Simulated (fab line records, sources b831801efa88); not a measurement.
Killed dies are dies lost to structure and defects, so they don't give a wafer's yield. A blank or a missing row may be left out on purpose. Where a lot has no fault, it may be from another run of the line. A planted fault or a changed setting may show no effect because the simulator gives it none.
A struck lot beside a sound one ; flow sfq line ; 24 steps out of a route of 325
Sound: these wafers, L530.1, L530.5, L530.6. Struck: wafer L535.4. Last of all comes the cause.
At each step with rows: each side's tool, then ch and its chambers, then its first start. Under that, the readings that differ: sound wafers ; struck wafers ; difference of the means ; sigmas: that difference in standard deviations of wafers without a fault.
alike: a reading whose means differ by less than 2 such deviations, as well as words and numbers matching on both sides. not compared: withheld readings; readings where some wafer has no value; bounds like >300 that might hide an equal value; numbers whose values overlap and for which the record gives no deviation.
Wherever a step has rows on one side only, a row that says differs or no value, or a row with sigmas, the two part there. Numbers that have no deviation but don't overlap get no sigmas and don't part them. A reading missing from all wafers of one side parts the sides only when that side holds two or more wafers.

first, 6 steps without rows for these wafers: SFQ_TRILAYER_I0_VIA_LITHO_COAT_036 (resist thk 62 nm); SFQ_TRILAYER_I0_VIA_LITHO_COAT_031 (resist thk 650 nm); SFQ_TRILAYER_I0_VIA_LITHO_SOFTBAKE_035; SFQ_TRILAYER_I0_VIA_LITHO_EXPOSE_032 (exposes mask I0, target cd 500 nm); SFQ_TRILAYER_I0_VIA_LITHO_PEB_034 (peb time 60 s); SFQ_TRILAYER_I0_VIA_LITHO_DEVELOP_033 (time 60 s).
SFQ_I0_OVL_MEAS_908:
  sound: overlay-01 at day 20 05:59; struck: overlay-02 at day 22 01:20
  alike: I0_OVL
SFQ_TRILAYER_I0_VIA_BARC_OPEN_VIA_ETCH_046: etches BARC in O2, target depth 125 nm, time 41.7 s.
  sound on rie diel-01 ch 0,1,2, day 20 06:01; struck on rie diel-01 ch 3, day 22 01:20
  alike: drypump motor current A, oes product au
  not compared: rf hours counter h
SFQ_TRILAYER_I0_VIA_ETCH_VIA_ETCH_034: etches SiO2 in CHF3, stops on Nb, target depth 260 nm.
  sound on rie diel-01 ch 0,1,2, day 20 06:04; struck on rie diel-01 ch 3, day 22 01:23
  alike: drypump motor current A, oes product au
SFQ_TRILAYER_I0_VIA_STRIP_STRIP_035: strips in O2.
  sound on rie metal-04 ch 0,1, day 20 06:10; struck on rie metal-04 ch 1, day 22 01:42
  alike: drypump motor current A, oes product au, platen temp c
  not compared: rf hours counter h
then, 2 steps without rows for these wafers: SFQ_TRILAYER_I0_VIA_STRIP_SOLV_CLEAN_036 (cleans in NMP, time 600 s); SFQ_TRILAYER_M1_DEP_PRE_CLEAN_038 (time 22.5 s).
SFQ_TRILAYER_M1_DEP_SPUTTER_037: material Nb, target thk 200 nm, time 133.3 s.
  sound: pvd sputter-06 at day 20 06:59; struck: pvd sputter-06 at day 22 02:19
reading;sound;struck;difference;sigmas
model.Nb_of_TRILAYER_M1_DEP_SPUTTER_037.thk nm (nm);197.1 197.2 199.5;274.3;+76.4;
  alike: resputter cathode voltage v, throttle valve pct
SFQ_M1_RS_MEAS_909: a four-point-probe measurement.
  sound: film metro-02 at day 20 07:04; struck: film metro-02 at day 22 02:28
reading;sound;struck;difference;sigmas
M1_NB_RS (ohm/sq);0.904 0.901 0.891;0.647;-0.252;-21
then, 6 steps without rows for these wafers: SFQ_TRILAYER_M1_LITHO_COAT_044 (resist thk 62 nm); SFQ_TRILAYER_M1_LITHO_COAT_039 (resist thk 600 nm); SFQ_TRILAYER_M1_LITHO_SOFTBAKE_043; SFQ_TRILAYER_M1_LITHO_EXPOSE_040 (exposes mask M1, target cd 500 nm); SFQ_TRILAYER_M1_LITHO_PEB_042 (peb time 60 s); SFQ_TRILAYER_M1_LITHO_DEVELOP_041 (time 60 s).
-- the record jumps here: 7 days lie between the struck wafers' starts before and after --
SFQ_M1_OVL_MEAS_911:
  sound: overlay-02 at day 27 01:10; struck: overlay-01 at day 28 20:29
  alike: M1_OVL
SFQ_TRILAYER_M1_BARC_OPEN_METAL_ETCH_054: etches BARC in O2, target depth 125 nm, time 41.7 s.
  sound on rie metal-02 ch 0,1, day 27 01:13; struck on rie metal-03 ch 0, day 28 20:32
  alike: drypump motor current A, oes product au
  not compared: rf hours counter h
SFQ_TRILAYER_M1_ETCH_METAL_ETCH_042: etches Nb in Cl2/Ar, stops on SiO2, target depth 240 nm, time 120 s.
  sound on rie metal-02 ch 0,1, day 27 01:16; struck on rie metal-03 ch 0, day 28 20:37
reading;sound;struck;difference;sigmas
oes product au (a.u.);0.886 0.883 0.891;1.022;+0.135;+17
  alike: drypump motor current A
  not compared: rf hours counter h
SFQ_TRILAYER_M1_STRIP_STRIP_043: strips in O2.
  sound on rie metal-02 ch 0,1, day 27 01:23; struck on rie metal-03 ch 0, day 28 20:54
reading;sound;struck;difference;sigmas
oes product au (a.u.);0.980 0.972 0.991;1.010;+0.029;+3
  alike: drypump motor current A, platen temp c
  not compared: rf hours counter h

== WHERE THEY PART ==
Last at SFQ_TRILAYER_M1_STRIP_STRIP_043 as far as this record goes, first at SFQ_M1_RS_MEAS_909.

WHY: the cause the simulator had injected
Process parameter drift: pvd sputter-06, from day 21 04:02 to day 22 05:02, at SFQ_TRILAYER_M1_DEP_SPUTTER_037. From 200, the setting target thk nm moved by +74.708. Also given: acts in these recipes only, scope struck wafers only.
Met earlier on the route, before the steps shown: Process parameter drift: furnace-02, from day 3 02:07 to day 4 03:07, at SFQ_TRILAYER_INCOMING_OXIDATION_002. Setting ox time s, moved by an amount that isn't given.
